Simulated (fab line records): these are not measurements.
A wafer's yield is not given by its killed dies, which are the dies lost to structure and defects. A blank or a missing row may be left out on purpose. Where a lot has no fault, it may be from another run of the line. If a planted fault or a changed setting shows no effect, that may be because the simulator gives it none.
Struck lot and sound lot, side by side | flow sky130 | 14 steps out of a route of 708
Sound: wafers L584.2, L584.3, L584.4. Struck: wafers L572.1, L572.2, L572.5. The cause comes at the end.
At each step with rows: each side's tool, then ch and its chambers, then its first start. Under that, the readings that differ: sound wafers | struck wafers | difference of the means | sigmas: that difference in standard deviations of wafers without a fault.
alike: readings with means less than 2 such deviations apart, plus words and numbers identical on both sides. not compared: withheld readings, readings lacking a value on some wafer, bounds such as >300 that could conceal the same value, and numbers that have no deviation in the record and whose values overlap.
Wherever a step has rows on one side only, a row that says differs or no value, or a row with sigmas, the two part there. Numbers that don't overlap but have no deviation are shown without sigmas and don't part them. Lack of a reading on every wafer of one side parts them only where that side has two or more wafers.

first, 1 step without rows for these wafers: SKY_FIELD_ISO_ANNEAL_26 (time 1800 s).
SKY_FIELD_ISO_CMP_27: polishes, stops on Si3N4, t overpolish 16 s, target thk 457.8 nm.
  sound on cmp-01 ch 0,1,2, day 6 12:25; struck on cmp-01 ch 0,1, day 3 21:40
  alike: motor current A, overpolish run s, time to endpoint s
then, 5 steps without rows for these wafers: SKY_FIELD_ISO_WET_ETCH_28 (etches SiO2 in dHF, target depth 23.7 nm, time 47 s); SKY_FIELD_ISO_WET_ETCH_29 (etches Si3N4 in H3PO4, target depth 160 nm, time 1825 s); SKY_FIELD_ISO_WET_ETCH_30 (etches SiO2 in dHF, target depth 25 nm, time 50 s); SKY_NWELL_CLEAN_00 (cleans in SC1/SC2, time 150 s); SKY_NWELL_OXIDATION_01 (stabilise 600 s, purge 300 s, target thk 10 nm).
SKY_NWELL_THK_MEAS_02:
  sound: film metro-01 at day 6 16:12; struck: film metro-01 at day 4 00:27
  alike: NWELL_OXIDATION_THK
then, 4 steps without rows for these wafers: SKY_DNWELL_DEHYDRATE_00 (time 60 s); SKY_DNWELL_HMDS_01 (prime time 60 s); SKY_DNWELL_COAT_02 (resist thk 3000 nm); SKY_DNWELL_SOFTBAKE_03.
SKY_DNWELL_EXPOSE_04: exposes mask DNM, target cd 3000 nm.
  sound on iline stepper-02 ch 0, day 7 02:16; struck on iline stepper-01 ch 0, day 4 08:59
  reading | sound             | struck                     | difference | sigmas
  mask    | DNM#0 DNM#0 DNM#0 | DNM_R1#0 DNM_R1#0 DNM_R1#0 | differs    |
after that, 1 step had no rows for these wafers: SKY_DNWELL_PEB_05.

## WHERE THEY PART
Only at SKY_DNWELL_EXPOSE_04, within this record.

WHY: whatever the simulator had introduced
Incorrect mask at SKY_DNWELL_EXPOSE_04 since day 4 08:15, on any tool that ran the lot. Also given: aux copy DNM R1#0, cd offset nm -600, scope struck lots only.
